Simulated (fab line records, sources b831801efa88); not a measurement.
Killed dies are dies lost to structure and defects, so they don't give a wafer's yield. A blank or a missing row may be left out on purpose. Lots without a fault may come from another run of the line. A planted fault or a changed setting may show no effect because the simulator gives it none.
A struck lot beside a sound one | flow sfq_line | 13 steps out of a route of 325
Sound: wafers L725.3, L725.4, L725.6. Struck: wafer L730.4. (L730.3 of the same lot was not struck and is left out.) The cause comes at the end.
At each step with rows: each side's tool, then ch and its chambers, then its first start. Under that, the readings that differ: sound wafers | struck wafers | difference of the means | sigmas: that difference in standard deviations of wafers without a fault.
alike: readings whose means differ by less than 2 such deviations, and words and numbers that are the same on both sides. not compared: withheld readings, readings that some wafer has no value for, bounds like >300 that may hide the same value, and numbers for which the record gives no deviation and whose values overlap.
The two part at a step that has a row with sigmas, a row that says differs or no value, or rows on one side only. Numbers that don't overlap but have no deviation are shown without sigmas and don't part them. A reading that every wafer of one side lacks parts them only if that side has two wafers or more.

first, 1 step without rows for these wafers: SFQ_TRILAYER_M6_DEP_PRE_CLEAN_158 (time 22.5 s).
SFQ_TRILAYER_M6_DEP_SPUTTER_157: material Nb, target thk 200 nm, time 133.3 s.
  sound on pvd_sputter-03, day 65 07:05; struck on pvd_sputter-06, day 67 07:28
  alike: chamber_pressure_pa, throttle_valve_pct
SFQ_M6_RS_MEAS_938: measures by four-point-probe.
  sound on film_metro-04, day 65 07:13; struck on film_metro-03, day 67 07:36
  reading           | sound             | struck | difference | sigmas
  M6_NB_RS (ohm/sq) | 0.871 0.872 0.869 | 0.908  | +0.037     | +3
then, 6 steps without rows for these wafers: SFQ_TRILAYER_M6_LITHO_COAT_164 (resist thk 62 nm); SFQ_TRILAYER_M6_LITHO_COAT_159 (resist thk 600 nm); SFQ_TRILAYER_M6_LITHO_SOFTBAKE_163; SFQ_TRILAYER_M6_LITHO_EXPOSE_160 (exposes mask M6, target cd 500 nm); SFQ_TRILAYER_M6_LITHO_PEB_162 (peb time 60 s); SFQ_TRILAYER_M6_LITHO_DEVELOP_161 (time 60 s).
-- the record jumps here: 3 days lie between the struck wafers' starts before and after --
SFQ_M6_OVL_MEAS_940:
  sound on overlay-01, day 68 22:34; struck on overlay-02, day 70 16:02
  alike: M6_OVL
SFQ_TRILAYER_M6_BARC_OPEN_METAL_ETCH_206: etches BARC in O2, target depth 125 nm, time 41.7 s.
  sound on rie_metal-03 ch 0,1, day 68 22:36; struck on rie_metal-01 ch 0, day 70 16:05
  alike: bias_w, drypump_motor_current_A, oes_product_au
  not compared: rf_hours_counter_h
SFQ_TRILAYER_M6_ETCH_METAL_ETCH_162: etches Nb in Cl2/Ar, stops on SiO2, target depth 240 nm, time 120 s.
  sound on rie_metal-03 ch 0,1, day 68 22:41; struck on rie_metal-01 ch 0, day 70 16:10
  reading                                             | sound             | struck | difference | sigmas
  oes_product_au (a.u.)                               | 0.904 0.911 0.909 | 0.884  | -0.024     | -3
  model.KrF_of_TRILAYER_M6_LITHO_COAT_159.thk_nm (nm) | 387.2 374.5 386.8 | 404.4  | +21.6      |
  alike: bias_w, drypump_motor_current_A
  not compared: rf_hours_counter_h
SFQ_TRILAYER_M6_STRIP_STRIP_163: strips in O2.
  sound on rie_metal-03 ch 0,1, day 68 22:58; struck on rie_metal-01 ch 0, day 70 16:27
  alike: drypump_motor_current_A, oes_product_au
  not compared: rf_hours_counter_h

WHERE THEY PART
First at SFQ_M6_RS_MEAS_938; last, within this record, at SFQ_TRILAYER_M6_ETCH_METAL_ETCH_162. Later steps at which nothing parts them and some readings are alike: SFQ_TRILAYER_M6_STRIP_STRIP_163.

WHY: what the simulator had put in
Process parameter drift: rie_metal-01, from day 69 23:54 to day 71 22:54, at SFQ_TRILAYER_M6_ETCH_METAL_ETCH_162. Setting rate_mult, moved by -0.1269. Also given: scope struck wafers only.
